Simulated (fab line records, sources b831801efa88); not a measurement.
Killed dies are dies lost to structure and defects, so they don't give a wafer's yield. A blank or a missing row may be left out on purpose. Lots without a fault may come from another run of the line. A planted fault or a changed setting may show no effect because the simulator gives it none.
Which tool did it? | flow sfq_line | 14 lots, 42 wafers sampled, at 1 step of a route of 325

WHAT THE GAUGES READ, wafer by wafer
The record holds no reading of a measuring or inspecting step that can be judged against a usual standard deviation.

WHICH TOOL RAN EACH LOT (tool, then ch and the chambers of the sampled wafers, then the start)
lot  | SFQ_TRILAYER_I4_VIA_BARC_OPEN_VIA_ETCH_146
L147 | rie_diel-03 ch 1,2,3, day 40 18:22
L148 | rie_diel-03 ch 0,3, day 41 06:22
L149 | rie_diel-03 ch 0,1,3, day 41 21:32
L150 | rie_diel-02 ch 0,2, day 42 14:20
L152 | rie_diel-03 ch 0,1,2, day 43 09:30
L153 | rie_diel-02 ch 0,2,3, day 43 19:06
L155 | rie_diel-02 ch 0,2, day 44 08:18
L156 | rie_diel-02 ch 2,3, day 44 15:30
L163 | rie_diel-01 ch 1,2, day 46 12:04
L164 | rie_diel-03 ch 0,3, day 47 00:04
L166 | rie_diel-02 ch 2,3, day 48 11:22
L168 | rie_diel-02 ch 0,1, day 49 00:34
L169 | rie_diel-01 ch 0,1, day 49 04:10
L170 | rie_diel-03 ch 0,2,3, day 49 10:10
- SFQ_TRILAYER_I4_VIA_BARC_OPEN_VIA_ETCH_146: etches BARC in O2, target depth 125 nm, time 41.7 s.

WHAT THE TOOLS THEMSELVES READ (means of the sampled wafers that have a number; where no wafer has one, the mark that the record gives instead)
SFQ_TRILAYER_I4_VIA_BARC_OPEN_VIA_ETCH_146. Usual: bias_w 79.98 W, standard deviation 0.23; drypump_motor_current_A 5.6 A, standard deviation 0.38; oes_product_au 0.685 a.u., standard deviation 0.005.
lot  | tool        | bias_w (W) | drypump_motor_current_A (A) | oes_product_au (a.u.) | flag
L147 | rie_diel-03 | 79.82      | 5.7                         | 0.683                 |
L148 | rie_diel-03 | 80.08      | 5.5                         | 0.679                 |
L149 | rie_diel-03 | 79.97      | 5.4                         | 0.685                 |
L150 | rie_diel-02 | 79.76      | 5.9                         | 0.685                 |
L152 | rie_diel-03 | 79.95      | 5.3                         | 0.687                 |
L153 | rie_diel-02 | 79.89      | 5.9                         | 0.685                 |
L155 | rie_diel-02 | 75.36      | 5.9                         | 0.685                 | OFF
L156 | rie_diel-02 | 75.73      | 5.8                         | 0.683                 | OFF
L163 | rie_diel-01 | 79.90      | 5.8                         | 0.684                 |
L164 | rie_diel-03 | 79.81      | 5.5                         | 0.687                 |
L166 | rie_diel-02 | 79.86      | 5.8                         | 0.682                 |
L168 | rie_diel-02 | 79.68      | 5.8                         | 0.685                 |
L169 | rie_diel-01 | 80.46      | 5.7                         | 0.687                 |
L170 | rie_diel-03 | 79.97      | 5.4                         | 0.680                 |

THE ANSWER, worked out from the rows above alone
Rule: a lot is off if the mean of its wafers that have a number lies more than 3 standard deviations from the usual mean. A lot without any number at a reading at which 4 lots or more have one is off too. The other lots that the step has rows for count as sound. The gauges are gone through in route order, then the tools' own readings, and for those a lot's mean is taken as printed above. The first step at which some lot is off is used, and at that step the reading that is off furthest; a lot without a number counts as furthest.
Off: L155, L156, at SFQ_TRILAYER_I4_VIA_BARC_OPEN_VIA_ETCH_146 (bias_w).
A tool fits if, at that step or a process step before it, it ran every lot that is off, and no sound lot after the first of them. None of those tried fits.

WHAT THE SIMULATOR HAD PUT IN
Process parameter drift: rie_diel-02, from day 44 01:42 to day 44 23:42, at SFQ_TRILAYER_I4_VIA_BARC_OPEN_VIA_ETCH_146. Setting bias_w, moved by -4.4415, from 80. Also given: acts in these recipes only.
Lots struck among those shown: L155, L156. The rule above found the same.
